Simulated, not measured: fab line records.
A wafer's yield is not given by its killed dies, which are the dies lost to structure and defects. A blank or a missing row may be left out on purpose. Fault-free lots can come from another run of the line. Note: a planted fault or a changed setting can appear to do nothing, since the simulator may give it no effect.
Matching of chambers :: flow sky130 :: 4 sister chambers for SKY_VIA4_CMP_02 on cmp-02
The step polishes SiO2. 8 wafers are shown with their chamber, then 9 later ones without.

## WAFERS WITH THEIR CHAMBER
wafer: L442.3
chamber: 1
motorCurrentA (A): 13.6

wafer: L442.5
chamber: 3
motorCurrentA (A): 12.7

wafer: L452.1
chamber: 0
motorCurrentA (A): 14.4

wafer: L457.1
chamber: 1
motorCurrentA (A): 14.4

wafer: L457.6
chamber: 2
motorCurrentA (A): 11.7

wafer: L460.3
chamber: 2
motorCurrentA (A): 11.4

wafer: L460.5
chamber: 3
motorCurrentA (A): 12.1

wafer: L460.6
chamber: 0
motorCurrentA (A): 14.3

## WAFERS WITHOUT THEIR CHAMBER
wafer: L459.3
motorCurrentA (A): 11.8

wafer: L459.5
motorCurrentA (A): 13.8

wafer: L459.6
motorCurrentA (A): 11.7

wafer: L461.2
motorCurrentA (A): 11.3

wafer: L461.4
motorCurrentA (A): 14.0

wafer: L461.6
motorCurrentA (A): 13.7

wafer: L458.2
motorCurrentA (A): 11.7

wafer: L458.4
motorCurrentA (A): 14.6

wafer: L458.5
motorCurrentA (A): 12.0

## WHICH CHAMBER EACH WENT THROUGH
wafer: L459.3
from the rows above: can't be placed: 2 or 3
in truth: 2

wafer: L459.5
from the rows above: can't be placed: 1 or 0
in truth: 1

wafer: L459.6
from the rows above: can't be placed: 2 or 3
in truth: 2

wafer: L461.2
from the rows above: 2
in truth: 2

wafer: L461.4
from the rows above: can't be placed: 1 or 0
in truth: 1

wafer: L461.6
from the rows above: can't be placed: 1 or 0
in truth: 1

wafer: L458.2
from the rows above: can't be placed: 2 or 3
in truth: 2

wafer: L458.4
from the rows above: can't be placed: 0 or 1
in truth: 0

wafer: L458.5
from the rows above: can't be placed: 3 or 2
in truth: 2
1 of 9 placed correctly. Not placeable from these rows: 8 (in 8, the candidates include the true chamber). Placed wrongly: 0.
How it was worked out, from the rows above alone: a wafer's distance from a chamber is the root of the sum, over the readings, of the square of ((its reading less the chamber's mean) divided by the reading's scatter). If the next closest chamber is less than 2 further off than the closest, the wafer can't be placed; otherwise it belongs to the closest. The mean given for a chamber averages the wafers shown for that chamber. The scatter: take each reading less its chamber's mean, square it, sum over the shown wafers, divide by the number of wafers less the number of chambers, and take the root.
